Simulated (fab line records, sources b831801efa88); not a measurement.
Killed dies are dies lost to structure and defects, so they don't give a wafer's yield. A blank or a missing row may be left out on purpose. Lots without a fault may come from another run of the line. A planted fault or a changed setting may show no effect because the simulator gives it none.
Chamber matching | flow sky130 | SKY_VIA4_CMP_21 on cmp-01: 4 sister chambers
The step polishes, stops on SiO2, t overpolish 25 s, target thk 0 nm. 14 wafers are shown with their chamber, then 7 later ones without.

WAFERS WITH THEIR CHAMBER
wafer  | chamber | motor_current_A (A) | time_to_endpoint_s (s) | overpolish_run_s (s)
L299.3 | 1       | 12.6                | 120                    | 25.008
L299.5 | 3       | 9.0                 | 118                    | 25.002
L299.6 | 0       | 10.1                | 120                    | 25.002
L310.1 | 0       | 10.6                | 117                    | 25.002
L310.3 | 1       | 13.2                | 118                    | 25.000
L310.4 | 3       | 8.6                 | 120                    | 24.993
L313.1 | 2       | 11.1                | 110                    | 25.028
L313.3 | 1       | 13.3                | 115                    | 24.981
L313.6 | 3       | 9.4                 | 118                    | 24.995
L315.2 | 1       | 13.4                | 116                    | 24.994
L315.5 | 1       | 13.7                | 119                    | 24.985
L315.6 | 2       | 12.0                | 118                    | 24.997
L316.4 | 3       | 9.2                 | 118                    | 25.005
L316.5 | 0       | 10.3                | 122                    | 25.000

SIGNATURES (means of the wafers above)
reading            | chamber 0 | chamber 1 | chamber 2 | chamber 3 | scatter within a chamber
motor_current_A    | 10.333    | 13.240    | 11.550    | 9.050     | 0.392
time_to_endpoint_s | 119.67    | 117.60    | 114.00    | 118.50    | 2.55
overpolish_run_s   | 25.00133  | 24.99360  | 25.01250  | 24.99875  | 0.0103
Rule: a wafer's distance from a chamber is the root of the sum, over the readings, of the square of ((its reading less the chamber's mean) divided by the reading's scatter). The wafer belongs to the nearest chamber; if the next one is less than 2 further off, it can't be placed. The scatter: the root of (the sum of the squares of (reading less its chamber's mean) over the shown wafers, divided by (wafers less chambers)).

WAFERS WITHOUT THEIR CHAMBER
wafer  | motor_current_A (A) | time_to_endpoint_s (s) | overpolish_run_s (s)
L316.6 | 9.5                 | 122                    | 25.001
L319.1 | 9.2                 | 114                    | 24.993
L319.2 | 10.7                | 119                    | 25.000
L319.5 | 12.3                | 116                    | 24.985
L321.1 | 11.1                | 122                    | 25.008
L321.3 | 13.2                | 122                    | 24.995
L321.4 | 10.2                | 127                    | 24.979

WHICH CHAMBER EACH WENT THROUGH
wafer  | from the rows above     | in truth
L316.6 | can't be placed: 3 or 0 | 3
L319.1 | can't be placed: 3 or 0 | 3
L319.2 | 0                       | 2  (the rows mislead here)
L319.5 | can't be placed: 1 or 2 | 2
L321.1 | can't be placed: 0 or 2 | 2
L321.3 | 1                       | 1
L321.4 | can't be placed: 0 or 3 | 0
Placed correctly: 1 of 7. Can't be placed from these rows: 5 (the true chamber is among the candidates in 5). Placed wrongly: 1.
